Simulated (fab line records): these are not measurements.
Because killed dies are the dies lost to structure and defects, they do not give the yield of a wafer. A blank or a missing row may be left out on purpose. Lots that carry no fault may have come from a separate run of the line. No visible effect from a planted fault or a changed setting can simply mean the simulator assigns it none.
Struck lot and sound lot, side by side | flow sky130 | 14 steps out of a route of 708
Sound: wafers L449.3, L449.4, L449.5. Struck: wafers L448.2, L448.3, L448.4. At the end, the cause is stated.
Each step with rows lists, per side, the tool, then ch with its chambers, then its first start. Under that, the readings that differ: sound wafers | struck wafers | difference of the means | sigmas: that difference in standard deviations of wafers without a fault.
alike: words and numbers the same on both sides, and readings whose means are apart by under 2 such deviations; not compared: readings that were withheld, readings missing a value for some wafer, numbers with overlapping values and no deviation given by the record, and bounds like >300 which may hide the same value.
A row with sigmas, a row that says differs or no value, or rows on one side alone: a step with any of these is where the two part. When numbers do not overlap yet have no deviation, they are printed without sigmas and do not part them. Lack of a reading on every wafer of one side parts them only where that side has two or more wafers.

first, 1 step without rows for these wafers: SKY_POLY_GATE_IMPLANT_02.
SKY_RES_PROTECT_STRIP_07: strips in O2/N2.
  sound on plasmaAsher-03 ch 0,1, day 22 12:49; struck on plasmaAsher-03 ch 0,1, day 22 03:26
reading                  | sound             | struck            | difference | sigmas
stripTimeToEndpointS (s) | 23.30 23.21 23.25 | 23.43 23.43 23.40 | +0.17      | +3
  alike: drypumpMotorCurrentA, n2FlowSccm, oesProductAu
  not compared: rfHoursCounterH
SKY_RES_PROTECT_TW_MEAS_08:
  struck on filmMetro-04, day 22 03:33; sound on filmMetro-02, day 22 12:55
reading      | sound          | struck         | difference | sigmas
POLY_GATE_TW | 4071 4055 4052 | 4000 3984 4000 | -65        | -3
then, 2 steps without rows for these wafers: SKY_RES_PROTECT_CLEAN_09 (cleans in SC1/SC2, time 150 s); SKY_POLY_GATE_CVD_03 (deposits Si3N4 from DCS/NH3, target thk 75 nm, time 1290 s).
SKY_POLY_GATE_THK_MEAS_04:
  struck on filmMetro-04, day 22 05:04; sound on filmMetro-01, day 22 14:23
  alike: POLY_GATE_CVD_03_THK
then, 6 steps without rows for these wafers: SKY_POLY_GATE_DEHYDRATE_05 (time 60 s); SKY_POLY_GATE_HMDS_06 (prime time 60 s); SKY_POLY_GATE_COAT_07 (resist thk 110 nm); SKY_POLY_GATE_COAT_08 (resist thk 450 nm); SKY_POLY_GATE_SOFTBAKE_09 (time 87.27 s); SKY_POLY_GATE_EXPOSE_10 (exposes mask P1M, target cd 150 nm).
SKY_POLY_GATE_PEB_11:
  sound on lithoTrack-03 ch 0, day 23 20:00; struck on lithoTrack-04, day 23 12:00
reading        | sound          | struck | difference                    | sigmas
exhaustPa (Pa) | 43.4 44.9 46.0 | - - -  | no value on the struck wafers | 
  not compared: chillPlateTempC
then, 1 step without rows for these wafers: SKY_POLY_GATE_DEVELOP_12 (develop time 60 s).

WHERE THEY PART
Last at SKY_POLY_GATE_PEB_11 as far as this record goes, first at SKY_RES_PROTECT_STRIP_07.

WHY: what the simulator had put in
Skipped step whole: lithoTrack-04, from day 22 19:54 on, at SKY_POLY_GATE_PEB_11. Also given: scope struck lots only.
